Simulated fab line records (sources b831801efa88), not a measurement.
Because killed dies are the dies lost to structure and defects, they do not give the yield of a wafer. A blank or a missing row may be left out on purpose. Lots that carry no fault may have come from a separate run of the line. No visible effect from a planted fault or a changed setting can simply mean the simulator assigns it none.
2 desks looking at one fault / flow gf180mcu / numbers are kept per desk, each desk with only its own; the story behind them comes last

THE METROLOGY DESK
What the gauges read for every lot (on any tool): the sampled wafers with a number, averaged. The brackets show how far a lot's mean lies from the usual mean; more than 4 standard deviations puts the lot out of limits, marked OUT.
Columns: A = NSD_RS at GF_PSD_RS_MEAS_14, usual 46.10 ohm/sq; B = V1_W_RS at GF_V1_RS_MEAS_24, usual 0.326 ohm/sq; C = cdNm at GF_M3_CD_MEAS_14, usual 280.1 nm; D = V3_CVD_00_THK at GF_V3_THK_MEAS_01, usual 604 nm
lot=L795; first seen here=day 13 17:29; A=46.16; B=0.329; C=279.0; D=611
lot=L798; first seen here=day 15 14:20; A=46.10; B=0.322; C=280.4; D=603
lot=L799; first seen here=day 16 04:12; A=46.06; B=0.327; C=280.7; D=605
lot=L802; first seen here=day 16 20:58; A=46.03; B=0.326; C=280.5; D=609
lot=L804; first seen here=day 17 13:44; A=46.20; B=0.324; C=278.7; D=594
lot=L805; first seen here=day 18 06:22; A=46.09; B=0.322; C=281.4; D=597
lot=L806; first seen here=day 18 15:49; A=46.06; B=0.328; C=281.0; D=609
lot=L808; first seen here=day 18 19:41; A=46.00; B=0.323; C=279.4; D=602
lot=L807; first seen here=day 18 22:07; A=46.17; B=0.328; C=281.0; D=605
lot=L809; first seen here=day 19 17:52; A=45.81; B=0.331; C=280.3; D=614
lot=L810; first seen here=day 20 00:57; A=45.58 (-6.8) OUT; B=0.330; C=279.1; D=602
lot=L811; first seen here=day 20 03:01; A=45.53 (-7.4) OUT; B=0.332; C=279.0; D=598
lot=L818; first seen here=day 22 06:20; A=45.99; B=0.319; C=280.2; D=608
This desk's finding: out of limits on L810, L811; first on L810, day 20 00:57 (NSD_RS at GF_PSD_RS_MEAS_14). Within limits: L795, L798, L799, L802, L804, L805, L806, L808, L807, L809, L818.

FOR THE TOOL OWNER'S DESK: implanter-03
For each lot that ran on this tool, the mean over its sampled wafers that have a number, from the tool's own readings at GF_NSD_IMPLANT_09. The brackets show how far a lot's mean lies from the usual mean; more than 4 standard deviations puts the lot out of limits, marked OUT.
Columns: A = beamOnS at GF_NSD_IMPLANT_09, usual 17.9 s; B = faradayCurrentUA at GF_NSD_IMPLANT_09, usual 12251
lot=L795; first seen here=day 12 21:17; A=17.9; B=12240
lot=L806; first seen here=day 17 15:47; A=18.4; B=11899
lot=L808; first seen here=day 17 18:39; A=17.7; B=12402
lot=L809; first seen here=day 18 15:57; A=19.8 (+5.3) OUT; B=11156 (-4.4) OUT
lot=L810; first seen here=day 18 23:18; A=19.9 (+5.6) OUT; B=11238 (-4.1) OUT
lot=L811; first seen here=day 19 01:15; A=19.9 (+5.6) OUT; B=11128 (-4.5) OUT
lot=L818; first seen here=day 21 05:50; A=18.0; B=12193
Finding of this desk: L809, L810, L811 out of limits; the first was L809 at day 18 15:57, on beamOnS at GF_NSD_IMPLANT_09. Within limits: L795, L806, L808, L818.

PUT TOGETHER
On L809, L810, L811, at day 18 15:57, an alarm was possible from the tool owner's desk.
At day 20 00:57 the metrology desk could have sounded an alarm, on L810, L811.
The metrology desk holds a record of L809, inside its limits.
Of the lots named, all ran GF_NSD_IMPLANT_09 on implanter-03.

WHAT THE SIMULATOR PUT IN
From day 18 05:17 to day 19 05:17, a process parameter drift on implanter-03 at GF_NSD_IMPLANT_09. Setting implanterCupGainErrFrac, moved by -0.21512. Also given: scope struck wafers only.
Lots struck among those shown: L809, L810, L811.
Counting hours from when the fault started, the first reading out of limits came at 11 for the tool owner's desk and at 44 for the metrology desk.
